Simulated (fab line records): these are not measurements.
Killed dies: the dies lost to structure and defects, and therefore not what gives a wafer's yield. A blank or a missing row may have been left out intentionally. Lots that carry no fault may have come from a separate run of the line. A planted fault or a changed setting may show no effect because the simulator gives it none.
fab line records -- flow sky130
record: lots: 6, wafers: 18, last_day: 49
route steps=708 shown LI_CONTACT@365 PAD_OPEN@708
lots that met no fault: taken from a fault-free run of the same line
start_h: the number of hours between the record's first day and the start of the first shown wafer of the lot -- wait_h: time in hours since the lot's previous step -- " the same as in the row above -- L1.1+2: a single row standing in for several wafers -- - no value, or no start was given -- * or withheld: withheld -- < > ~ a bound
route shown NAME@n: NAME is a module with steps in the file, n the number in the route of the first one -- usual: mean/standard deviation of fault-free wafers -- same: alike in all rows -- chamber/n: place in a boat -- sites: readings site by site -- _std_site: the standard deviation of these -- _edge_site: outer sites' mean less inner sites' -- radius_mm: for every site, how far away it sits from the centre of the wafer -- mask NAME#n: copy n -- behind: the tool/chamber that last shaped the wafer -- hold: what put the lot on hold/how long, in hours/how the hold closed -- device: the transistor (n, p or np) that didn't switch -- end of line: tests run on the same wafers once the route is complete -- a step given without rows: its recipe and nothing more -- killed: not the wafer's yield, but the dies lost to structure and defects at the first sort -- map: dies across one wafer; x = killed, . = not, _ = none there
set.NAME: the setting that was run; set.NAME@STEP: the one run at that earlier step -- model.NAME: the simulator's own value behind a step, which no gauge read
a table for each step, a row for each wafer; lots at some steps of the route
services: the hour from which a tool's chamber was out of use, counted from the record's first day as start_h (under 0 if before that day), plus the number of hours and why
== steps ==
step: SKY_LI_CONTACT_BOW_MEAS_03
recipe: mode: bow
usual: LI_CONTACT_BOW: 55/6.9
lot.wafer,tool,chamber,start_h,wait_h,LI_CONTACT_BOW[um]
L227.1,film_metro-04,-,670.43,0.1,54
L227.2,film_metro-04,-,670.43,0.1,52
L227.6,film_metro-04,-,670.43,0.1,56
L229.2,film_metro-02,-,680.41,0.2,55
L229.3,film_metro-02,-,680.41,0.2,51
L229.6,film_metro-02,-,680.41,0.2,59
L231.1,film_metro-03,-,693.75,0.2,59
L231.5,film_metro-03,-,693.75,0.2,54
L231.6,film_metro-03,-,693.75,0.2,42
L240.1,film_metro-02,-,757.68,0.1,65
L240.2,film_metro-02,-,757.68,0.1,58
L240.4,film_metro-02,-,757.68,0.1,59
L246.1,film_metro-04,-,801.78,0.2,53
L246.2,film_metro-04,-,801.78,0.2,57
L246.5,film_metro-04,-,801.78,0.2,50
L244.2,film_metro-04,-,803.30,0.3,61
L244.4,film_metro-04,-,803.30,0.3,43
L244.5,film_metro-04,-,803.30,0.3,48
step: SKY_LI_CONTACT_DEHYDRATE_04
recipe: temp_c: 200, time_s: 60
step: SKY_LI_CONTACT_HMDS_05
recipe: prime_time_s: 60, prime_temp_c: 120
step: SKY_LI_CONTACT_COAT_06
recipe: resist: BARC, temp_c: withheld, time_s: withheld, spin_rpm: 3000, resist_thk_nm: 60
step: SKY_LI_CONTACT_COAT_07
recipe: resist: KrF-thick, spin_rpm: 3000, resist_thk_nm: 450
step: SKY_LI_CONTACT_SOFTBAKE_08
recipe: temp_c: 100, time_s: 90, resist: KrF-thick
step: SKY_LI_CONTACT_EXPOSE_09
recipe: mask_id: LICM1, na: 0.8, source_shape: annular, sigma_inner: 0.55, sigma_outer: 0.85, target_cd_nm: 170, dose_mj: 38
step: SKY_LI_CONTACT_PEB_10
recipe: peb_temp_c: withheld, peb_time_s: withheld, resist: KrF-thick
step: SKY_LI_CONTACT_DEVELOP_11
recipe: develop_time_s: 60, resist: KrF-thick, dev_temp_c: 21
step: SKY_LI_CONTACT_CD_MEAS_12
recipe: target_cd_nm: 170
usual: cd_nm: 169.9/1.4
lot.wafer,tool,chamber,start_h,wait_h,cd_nm
L227.1,cd_sem-01,-,698.39,-,171.9
L227.2,cd_sem-01,-,698.39,-,169.6
L227.6,cd_sem-01,-,698.39,-,169.6
L229.2,cd_sem-01,-,710.01,-,168.5
L229.3,cd_sem-01,-,710.01,-,169.3
L229.6,cd_sem-01,-,710.01,-,168.1
L231.1,cd_sem-02,-,721.39,-,169.1
L231.5,cd_sem-02,-,721.39,-,167.7
L231.6,cd_sem-02,-,721.39,-,168.7
L240.1,cd_sem-01,-,784.14,-,173.3
L240.2,cd_sem-01,-,784.14,-,171.7
L240.4,cd_sem-01,-,784.14,-,171.5
L246.1,cd_sem-01,-,824.94,-,170.1
L246.2,cd_sem-01,-,824.94,-,169.9
L246.5,cd_sem-01,-,824.94,-,169.6
L244.2,cd_sem-02,-,826.41,-,169.9
L244.4,cd_sem-02,-,826.41,-,170.0
L244.5,cd_sem-02,-,826.41,-,168.9
step: SKY_LI_CONTACT_OVL_MEAS_13
usual: LI_CONTACT_OVL: 0/6.2
lot.wafer,tool,chamber,start_h,wait_h,LI_CONTACT_OVL[nm]
L227.1,overlay-02,-,698.51,0.1,3
L227.2,overlay-02,-,698.51,0.1,4
L227.6,overlay-02,-,698.51,0.1,0
L229.2,overlay-02,-,710.12,0.1,3
L229.3,overlay-02,-,710.12,0.1,7
L229.6,overlay-02,-,710.12,0.1,8
L231.1,overlay-01,-,721.51,0.1,-4
L231.5,overlay-01,-,721.51,0.1,-1
L231.6,overlay-01,-,721.51,0.1,-7
L240.1,overlay-01,-,784.26,0.1,2
L240.2,overlay-01,-,784.26,0.1,2
L240.4,overlay-01,-,784.26,0.1,3
L246.1,overlay-01,-,825.06,0.1,3
L246.2,overlay-01,-,825.06,0.1,1
L246.5,overlay-01,-,825.06,0.1,6
L244.2,overlay-01,-,826.52,0.1,2
L244.4,overlay-01,-,826.52,0.1,4
L244.5,overlay-01,-,826.52,0.1,2
step: SKY_LI_CONTACT_ETCH_14
recipe: chemistry: N2/H2, target: BARC, ion_energy_ev: 200, source_w: 500, bias_w: 100, pressure_mtorr: 30, n2_flow_sccm: 100, h2_flow_sccm: 200, stop_on: SiO2, time_s: 45.9, target_depth_a: 600
usual: bias_w: 100.0/0.3, chamber_pressure_mTorr: 30.004/0.028, drypump_motor_current_A: 5.8/0.4, oes_product_au: 0.855/0.0046, throttle_valve_pct: 13.224/0.01
lot.wafer,tool,chamber,start_h,wait_h,bias_w,chamber_pressure_mTorr,drypump_motor_current_A,oes_product_au,rf_hours_counter_h,throttle_valve_pct
L227.1,rie_diel-02,1,698.55,0.0,99.6,30.028,4.9,0.857,11,13.224
L227.2,rie_diel-02,2,698.55,0.0,100.3,30.020,5.8,0.856,1,13.222
L227.6,rie_diel-02,2,698.55,0.0,100.2,29.991,5.8,0.857,-,13.229
L229.2,rie_diel-01,3,710.15,0.0,100.0,29.982,6.5,0.846,6,13.228
L229.3,rie_diel-01,0,710.15,0.0,99.8,30.012,5.9,0.858,15,13.216
L229.6,rie_diel-01,2,710.15,0.0,99.0,30.018,6.2,0.862,-,13.236
L231.1,rie_diel-01,3,721.54,0.0,99.5,29.979,6.6,0.857,6,13.245
L231.5,rie_diel-01,1,721.54,0.0,99.6,29.994,5.3,0.860,-,13.215
L231.6,rie_diel-01,2,721.54,0.0,100.2,30.079,6.2,0.858,-,13.213
L240.1,rie_diel-03,3,784.30,0.0,100.3,29.962,5.8,0.855,1,13.224
L240.2,rie_diel-03,2,784.30,0.0,100.1,30.006,5.8,0.854,19,13.212
L240.4,rie_diel-03,1,784.30,0.0,99.9,30.017,5.8,0.858,30,13.220
L246.1,rie_diel-01,3,825.10,0.0,99.8,30.030,6.5,0.854,9,13.230
L246.2,rie_diel-01,0,825.10,0.0,100.0,29.989,5.9,0.850,18,13.231
L246.5,rie_diel-01,0,825.10,0.0,100.2,30.029,5.8,0.853,-,13.234
L244.2,rie_diel-02,0,826.55,0.0,99.7,29.964,6.1,0.851,9,13.235
L244.4,rie_diel-02,2,826.55,0.0,99.8,30.035,5.9,0.853,5,13.220
L244.5,rie_diel-02,1,826.55,0.0,100.3,29.992,4.9,0.858,-,13.217
step: SKY_LI_CONTACT_ETCH_15
recipe: target: PSG, chemistry: C4F8/O2/Ar, stop_on: Si, taper_deg: 4.15, mask_material: KrF-thick, source_w: 1500, bias_w: 1200, pressure_mtorr: 40, c4f8_flow_sccm: withheld, O2_flow_sccm: 6, Ar_flow_sccm: 300, time_s: withheld, target_depth_a: 6000
usual: bias_w: 1201/3.7, chamber_pressure_mTorr: 40.00/0.033, oes_product_au: 0.837/0.0049
lot.wafer,tool,chamber,start_h,wait_h,bias_w,chamber_pressure_mTorr,oes_product_au,model.KrF-thick_of_LI_CONTACT_COAT_07.thk_nm
L227.1,rie_diel-02,1,698.59,0.0,1202,40.05,0.834,230.5
L227.2,rie_diel-02,2,698.59,0.0,1201,40.05,0.831,230.4
L227.6,rie_diel-02,2,698.59,0.0,1200,40.02,0.833,230.4
L229.2,rie_diel-01,3,710.19,0.0,-,-,-,394.6
L229.3,rie_diel-01,0,710.19,0.0,-,-,-,395.5
L229.6,rie_diel-01,2,710.19,0.0,-,-,-,395
L231.1,rie_diel-01,3,721.58,0.0,-,-,-,392.1
L231.5,rie_diel-01,1,721.58,0.0,-,-,-,389.9
L231.6,rie_diel-01,2,721.58,0.0,-,-,-,391.6
L240.1,rie_diel-03,3,784.34,0.0,1204,40.05,0.837,235.8
L240.2,rie_diel-03,2,784.34,0.0,1198,39.99,0.832,232.8
L240.4,rie_diel-03,1,784.34,0.0,1196,39.99,0.853,236.5
L246.1,rie_diel-01,3,825.14,0.0,1203,40.02,0.833,231.9
L246.2,rie_diel-01,0,825.14,0.0,1204,39.97,0.839,228.4
L246.5,rie_diel-01,0,825.14,0.0,1196,40.01,0.835,227.6
L244.2,rie_diel-02,0,826.59,0.0,1197,39.93,0.842,234.6
L244.4,rie_diel-02,2,826.59,0.0,1197,40.06,0.830,233.6
L244.5,rie_diel-02,1,826.59,0.0,1207,40.01,0.835,228.4
step: SKY_LI_CONTACT_STRIP_16
recipe: chemistry: O2/N2, power_w: 1400, pressure_mtorr: 1500, platen_temp_c: withheld, o2_flow_sccm: 3000, n2_flow_sccm: 300, overash_fraction: 0.5
usual: drypump_motor_current_A: 5.62/0.26, o2_flow_sccm: 3000/9.2, oes_product_au: 0.376/0.0049, strip_time_to_endpoint_s: 3.50/0.031
lot.wafer,tool,chamber,start_h,wait_h,drypump_motor_current_A,o2_flow_sccm,oes_product_au,rf_hours_counter_h,strip_time_to_endpoint_s
L227.1,plasma_asher-03,0,698.68,-,5.85,2988,0.372,54,3.49
L227.2,plasma_asher-03,1,698.68,-,5.78,3002,0.366,54,3.48
L227.6,plasma_asher-03,1,698.68,-,5.78,2982,0.368,-,3.49
L229.2,plasma_asher-03,1,710.28,-,5.77,2991,0.451,55,5.23
L229.3,plasma_asher-03,0,710.28,-,5.88,3010,0.446,-,5.23
L229.6,plasma_asher-03,1,710.28,-,5.78,2999,0.444,-,5.20
L231.1,plasma_asher-03,1,721.67,-,5.76,3005,0.459,56,5.19
L231.5,plasma_asher-03,0,721.67,-,5.87,2984,0.446,-,5.16
L231.6,plasma_asher-03,1,721.67,-,5.74,3010,0.437,-,5.18
L240.1,plasma_asher-03,1,784.42,-,5.75,3000,0.389,63,3.55
L240.2,plasma_asher-03,0,784.42,-,5.83,2989,0.372,63,3.52
L240.4,plasma_asher-03,1,784.42,-,5.71,3008,0.376,-,3.54
L246.1,plasma_asher-01,1,825.23,-,5.85,2978,0.378,101,3.50
L246.2,plasma_asher-01,0,825.23,-,5.45,2999,0.382,101,3.46
L246.5,plasma_asher-01,1,825.23,-,5.84,2988,0.371,-,3.44
L244.2,plasma_asher-02,0,826.68,-,5.55,2992,0.373,40,3.54
L244.4,plasma_asher-02,0,826.68,-,5.58,2992,0.380,-,3.51
L244.5,plasma_asher-02,0,826.68,-,5.59,3001,0.378,-,3.46
step: SKY_LI_CONTACT_CLEAN_17
recipe: chemistry: NMP, time_s: 600, temp_c: 60, dry: n2_spin
step: SKY_PAD_OPEN_PROBE_99
usual: killed_at_M0_to_M3: 44/6.5, killed_at_M4_up: 3.3/1.9, killed_at_contacts: 23/4.7, killed_at_front_end: 15/4.5, killed_at_other: 0.2/0.52, killed_dies: 86/8.9, killed_on_rim: 17/3.7, killed_open: 47/6.8, killed_short: 39/6.1
same: gross_dies: 492, killed_at_back_side: 0
lot.wafer,tool,chamber,start_h,wait_h,killed_at_M0_to_M3,killed_at_M4_up,killed_at_contacts,killed_at_front_end,killed_at_other,killed_dies,killed_on_rim,killed_open,killed_short
L229.2,prober-01,-,1097.21,0.1,37,2,433,20,0,492,96,52,37
L229.3,prober-01,-,1097.26,0.2,46,1,420,25,0,492,96,54,39
L229.6,prober-01,-,1097.41,0.2,41,7,427,17,0,492,96,48,41
L231.1,prober-01,-,1106.91,0.1,50,3,418,20,1,492,96,58,41
L231.5,prober-01,-,1107.11,0.2,53,2,423,14,0,492,96,43,45
L231.6,prober-01,-,1107.16,0.2,45,2,426,18,1,492,96,51,45
L240.1,prober-01,-,1144.32,0.1,39,2,16,15,1,73,21,48,25
L240.2,prober-01,-,1144.37,0.1,44,3,25,14,0,86,17,49,37
L240.4,prober-01,-,1144.47,0.2,47,2,24,15,0,88,16,49,39
L244.2,prober-01,-,1180.72,0.2,39,6,26,13,1,85,18,44,41
L244.4,prober-01,-,1180.82,0.3,52,1,29,21,0,103,21,62,41
L244.5,prober-01,-,1180.87,0.3,31,3,28,9,0,71,10,44,27
killed by level:class
L229.2 LI_CONTACT:area_etch=403 CONTACT:geometric_particle:open=18 VIA1:geometric_particle:open=8 METAL1:geometric_particle:short=5 METAL2:geometric_particle:short=5 POLY_GATE:geometric_particle:open=4 SPACER:geometric_particle:open=4 LI_CONTACT:geometric_particle:open=4
L229.3 LI_CONTACT:area_etch=399 FIELD_ISO:geometric_particle:short=10 VIA1:geometric_particle:open=10 CONTACT:geometric_particle:open=10 VIA2:geometric_particle:open=8 METAL1:geometric_particle:short=8 FIELD_ISO:geometric_particle:open=7 METAL2:geometric_particle:short=5
L229.6 LI_CONTACT:area_etch=403 VIA1:geometric_particle:open=10 LI_CONTACT:geometric_particle:open=8 CONTACT:geometric_particle:open=7 METAL4:geometric_particle:short=7 FIELD_ISO:geometric_particle:short=6 VIA3:geometric_particle:open=6 FIELD_ISO:geometric_particle:open=5
L231.1 LI_CONTACT:area_etch=393 CONTACT:geometric_particle:open=13 VIA1:geometric_particle:open=13 FIELD_ISO:geometric_particle:open=7 METAL2:geometric_particle:short=7 VIA3:geometric_particle:open=7 FIELD_ISO:geometric_particle:short=5 LI_CONTACT:geometric_particle:open=5
L231.5 LI_CONTACT:area_etch=404 VIA1:geometric_particle:open=11 CONTACT:geometric_particle:open=8 METAL1:geometric_particle:short=7 VIA2:geometric_particle:open=7 VIA3:geometric_particle:open=6 VIA3:geometric_particle:short=5 FIELD_ISO:geometric_particle:short=4
L231.6 LI_CONTACT:area_etch=396 CONTACT:geometric_particle:open=11 VIA1:geometric_particle:open=10 CONTACT:geometric_particle:short=7 VIA3:geometric_particle:open=7 METAL2:geometric_particle:short=6 FIELD_ISO:geometric_particle:short=5 LI_CONTACT:geometric_particle:open=5
L240.1 VIA1:geometric_particle:open=10 LI_CONTACT:geometric_particle:open=8 VIA2:geometric_particle:open=7 VIA3:geometric_particle:open=7 METAL1:geometric_particle:short=5 CONTACT:geometric_particle:open=4 FIELD_ISO:geometric_particle:open=3 FIELD_ISO:geometric_particle:short=3
L240.2 VIA2:geometric_particle:open=10 CONTACT:geometric_particle:open=8 VIA3:geometric_particle:open=8 LI_CONTACT:geometric_particle:open=7 VIA1:geometric_particle:open=6 METAL1:geometric_particle:short=6 CONTACT:geometric_particle:short=5 POLY_GATE:geometric_particle:open=4
L240.4 VIA3:geometric_particle:open=9 VIA2:geometric_particle:open=9 CONTACT:geometric_particle:open=7 METAL1:geometric_particle:short=7 METAL2:geometric_particle:short=7 LOCAL_INTERCONNECT:geometric_particle:short=6 LI_CONTACT:geometric_particle:open=6 VIA1:geometric_particle:open=5
L244.2 VIA1:geometric_particle:open=10 CONTACT:geometric_particle:open=9 METAL1:geometric_particle:short=8 LI_CONTACT:geometric_particle:open=6 VIA2:geometric_particle:open=6 CONTACT:geometric_particle:short=5 LI_CONTACT:geometric_particle:short=4 VIA2:geometric_particle:short=4
L244.4 VIA1:geometric_particle:open=13 VIA3:geometric_particle:open=9 LI_CONTACT:geometric_particle:open=8 CONTACT:geometric_particle:open=8 VIA2:geometric_particle:open=8 CONTACT:geometric_particle:short=7 FIELD_ISO:geometric_particle:short=6 FIELD_ISO:geometric_particle:open=5
L244.5 VIA1:geometric_particle:open=13 CONTACT:geometric_particle:open=10 CONTACT:geometric_particle:short=9 LI_CONTACT:geometric_particle:open=6 VIA2:geometric_particle:open=5 METAL2:geometric_particle:short=4 VIA3:geometric_particle:open=4 METAL4:geometric_particle:short=3
map L229.2 (x killed, . not)
__________xxxxxxxxxx_________
________xxxxxxxxxxxxxx_______
______xxxxxxxxxxxxxxxxxx_____
_____xxxxxxxxxxxxxxxxxxxx____
____xxxxxxxxxxxxxxxxxxxxxx___
___xxxxxxxxxxxxxxxxxxxxxxxx__
__xxxxxxxxxxxxxxxxxxxxxxxxxx_
_xxxxxxxxxxxxxxxxxxxxxxxxxxxx
_xxxxxxxxxxxxxxxxxxxxxxxxxxxx
_xxxxxxxxxxxxxxxxxxxxxxxxxxxx
_xxxxxxxxxxxxxxxxxxxxxxxxxxxx
_xxxxxxxxxxxxxxxxxxxxxxxxxxxx
_xxxxxxxxxxxxxxxxxxxxxxxxxxxx
_xxxxxxxxxxxxxxxxxxxxxxxxxxxx
_xxxxxxxxxxxxxxxxxxxxxxxxxxxx
__xxxxxxxxxxxxxxxxxxxxxxxxxx_
___xxxxxxxxxxxxxxxxxxxxxxxx__
____xxxxxxxxxxxxxxxxxxxxxx___
_____xxxxxxxxxxxxxxxxxxxx____
______xxxxxxxxxxxxxxxxxx_____
________xxxxxxxxxxxxxx_______
__________xxxxxxxxxx_________
map L231.1 (x killed, . not)
__________xxxxxxxxxx_________
________xxxxxxxxxxxxxx_______
______xxxxxxxxxxxxxxxxxx_____
_____xxxxxxxxxxxxxxxxxxxx____
____xxxxxxxxxxxxxxxxxxxxxx___
___xxxxxxxxxxxxxxxxxxxxxxxx__
__xxxxxxxxxxxxxxxxxxxxxxxxxx_
_xxxxxxxxxxxxxxxxxxxxxxxxxxxx
_xxxxxxxxxxxxxxxxxxxxxxxxxxxx
_xxxxxxxxxxxxxxxxxxxxxxxxxxxx
_xxxxxxxxxxxxxxxxxxxxxxxxxxxx
_xxxxxxxxxxxxxxxxxxxxxxxxxxxx
_xxxxxxxxxxxxxxxxxxxxxxxxxxxx
_xxxxxxxxxxxxxxxxxxxxxxxxxxxx
_xxxxxxxxxxxxxxxxxxxxxxxxxxxx
__xxxxxxxxxxxxxxxxxxxxxxxxxx_
___xxxxxxxxxxxxxxxxxxxxxxxx__
____xxxxxxxxxxxxxxxxxxxxxx___
_____xxxxxxxxxxxxxxxxxxxx____
______xxxxxxxxxxxxxxxxxx_____
________xxxxxxxxxxxxxx_______
__________xxxxxxxxxx_________
== services ==
tool,chamber,start_h,hours,kind
rie_diel-03,3,687.06,4.2,repair
plasma_asher-01,-,704.36,2.3,repair
plasma_asher-01,-,721.53,4.0,repair
plasma_asher-03,-,721.92,3.1,repair
rie_diel-03,3,724.72,-,clean
rie_diel-03,3,724.72,17.4,scheduled_down
rie_diel-03,3,724.72,17.4,vent_cycle
rie_diel-02,-,746.08,10.0,pm
rie_diel-03,2,758.31,5.9,repair
rie_diel-02,3,764.80,5.5,repair
plasma_asher-02,-,767.70,2.8,pm
plasma_asher-01,-,799.02,3.8,repair
rie_diel-03,1,815.95,1.8,repair
== key ==
first_sign: step: SKY_LI_CONTACT_ETCH_15, reading: tool_record, direction: missing
effect: step: SKY_LI_CONTACT_STRIP_16, reading: strip_time_to_endpoint_s, direction: up, sigmas: 54, usual: *, struck: *
effect: step: SKY_PAD_OPEN_PROBE_99, reading: killed_at_contacts, direction: up, sigmas: 85, usual: 23, struck: 424
model_effect: step: SKY_LI_CONTACT_ETCH_15, value: KrF-thick_of_LI_CONTACT_COAT_07.thk_nm, without: 232.6, struck: 393.1
more_kills_born_at: SKY_LI_CONTACT_ETCH_15@rie_diel-01: 2398
met_at SKY_LI_CONTACT_ETCH_15
struck_wafers L229.2,L229.3,L229.6,L231.1,L231.5,L231.6
later_rows_left_out L229.2,L229.3,L229.6,L231.1,L231.5,L231.6
tester_left_out L229,L231
fault: kind: skipped_step_whole, tool: rie_diel-01, chamber: -, onset_h: 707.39, steps: SKY_LI_CONTACT_ETCH_15, scope: struck_lots_only
tester_left_out: of these lots the tester's yield and bins aren't shown, on N5 and GAA mostly nor the transistor test; their killed dies are dies lost to structure and defects alone, not to doping, threshold or leakage, so they don't give the yield
later_rows_left_out: the simulator's readings of these wafers behind a module that went badly wrong aren't trusted and aren't shown, but for the sort
